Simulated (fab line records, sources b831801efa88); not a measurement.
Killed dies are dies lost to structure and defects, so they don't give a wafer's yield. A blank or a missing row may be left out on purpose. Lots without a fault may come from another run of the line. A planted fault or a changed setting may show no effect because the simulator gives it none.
Which tool did it? | flow gf180mcu | 11 lots, 33 wafers sampled, at 4 steps of a route of 602

WHAT THE GAUGES READ, wafer by wafer
GF_HV_LDD_CD_MEAS_46: target cd 400 nm.
lot  | measured     | on        | cd_nm (nm)
L740 | day 13 05:23 | cd_sem-02 | 400.2 400.3 399.1
L742 | day 13 14:35 | cd_sem-02 | 406.4 404.6 405.0
L743 | day 13 23:30 | cd_sem-02 | 397.0 396.7 398.0
L744 | day 14 08:08 | cd_sem-02 | 405.9 405.1 404.6
L748 | day 15 17:41 | cd_sem-02 | 402.2 400.3 402.1
L750 | day 16 15:22 | cd_sem-01 | 401.6 399.4 399.3
L753 | day 17 10:32 | cd_sem-02 | 397.7 397.1 397.5
L755 | day 18 02:09 | cd_sem-02 | - - -
L756 | day 18 09:39 | cd_sem-01 | 403.8 405.1 405.1
L759 | day 19 15:19 | cd_sem-01 | 401.5 399.2 397.8
L760 | day 19 16:49 | cd_sem-01 | 402.9 402.6 399.1

WHICH TOOL RAN EACH LOT (tool, then ch and the chambers of the sampled wafers, then the start)
lot  | GF_VT_IMPLANT_STRIP_42               | GF_HV_LDD_STRIP_22                   | GF_HV_LDD_EXPOSE_43
L740 | plasma_asher-01 ch 0,1, day 8 07:38  | plasma_asher-03 ch 0,1, day 11 13:49 | iline_stepper-02 ch 0, day 12 19:29
L742 | plasma_asher-03 ch 0,1, day 8 15:05  | plasma_asher-03 ch 0,1, day 11 22:37 | iline_stepper-01 ch 0, day 13 04:14
L743 | plasma_asher-03 ch 0,1, day 8 22:37  | plasma_asher-02 ch 0,1, day 12 06:48 | iline_stepper-01 ch 0, day 13 13:51
L744 | plasma_asher-04 ch 0,1, day 9 05:43  | plasma_asher-04 ch 0,1, day 12 15:10 | iline_stepper-01 ch 0, day 13 21:38
L748 | plasma_asher-01 ch 1, day 10 09:14   | plasma_asher-04 ch 0,1, day 13 22:28 | iline_stepper-01 ch 0, day 15 07:52
L750 | plasma_asher-04 ch 0,1, day 11 00:16 | plasma_asher-02 ch 0,1, day 14 19:43 | iline_stepper-02 ch 0, day 16 04:37
L753 | plasma_asher-01 ch 0,1, day 11 18:23 | plasma_asher-02 ch 0,1, day 15 12:32 | iline_stepper-01 ch 0, day 16 23:02
L755 | plasma_asher-04 ch 0,1, day 12 09:19 | plasma_asher-03 ch 0,1, day 16 04:44 | iline_stepper-01 ch 0, day 17 15:05
L756 | plasma_asher-03 ch 0, day 12 13:40   | plasma_asher-04 ch 0,1, day 16 11:47 | iline_stepper-02 ch 0, day 17 22:02
L759 | plasma_asher-01 ch 0,1, day 13 12:31 | plasma_asher-02 ch 0,1, day 17 15:16 | iline_stepper-01 ch 0, day 19 03:39
L760 | plasma_asher-03 ch 0,1, day 13 16:41 | plasma_asher-02 ch 1, day 17 17:06   | iline_stepper-01 ch 0, day 19 05:04
- GF_VT_IMPLANT_STRIP_42: strips in O2/N2.
- GF_HV_LDD_STRIP_22: strips in O2/N2.
- GF_HV_LDD_EXPOSE_43: exposes mask Pplus HV AREA, target cd 400 nm.

THE ANSWER, worked out from the rows above alone
Rule: what is usual is taken from the lots themselves. Put in order of their means at a reading, lots are off if they are a third of the lots or fewer, leave a main group of 4 or more, and stand apart from it by a gap of 3 or more times the standard deviation of the main group's means; of several such gaps the widest counts. A main group whose means are all the same, to the digits that the tables above print for the reading, isn't used. A lot without any number at a reading at which 4 lots or more have one is off too. The other lots that the step has rows for count as sound.
Off: L755, at GF_HV_LDD_CD_MEAS_46 (cd_nm). Without a number there: L755. The main group: mean 401.2 nm, standard deviation 2.8.
A tool fits if, at a process step before that reading, it ran every lot that is off, and no sound lot after the first of them. The gauges at GF_HV_LDD_CD_MEAS_46 are tried like those tools. Can't be told from this: 3 tools fit, plasma_asher-04 at GF_VT_IMPLANT_STRIP_42, plasma_asher-03 at GF_HV_LDD_STRIP_22, cd_sem-02 at GF_HV_LDD_CD_MEAS_46.

WHAT THE SIMULATOR HAD PUT IN
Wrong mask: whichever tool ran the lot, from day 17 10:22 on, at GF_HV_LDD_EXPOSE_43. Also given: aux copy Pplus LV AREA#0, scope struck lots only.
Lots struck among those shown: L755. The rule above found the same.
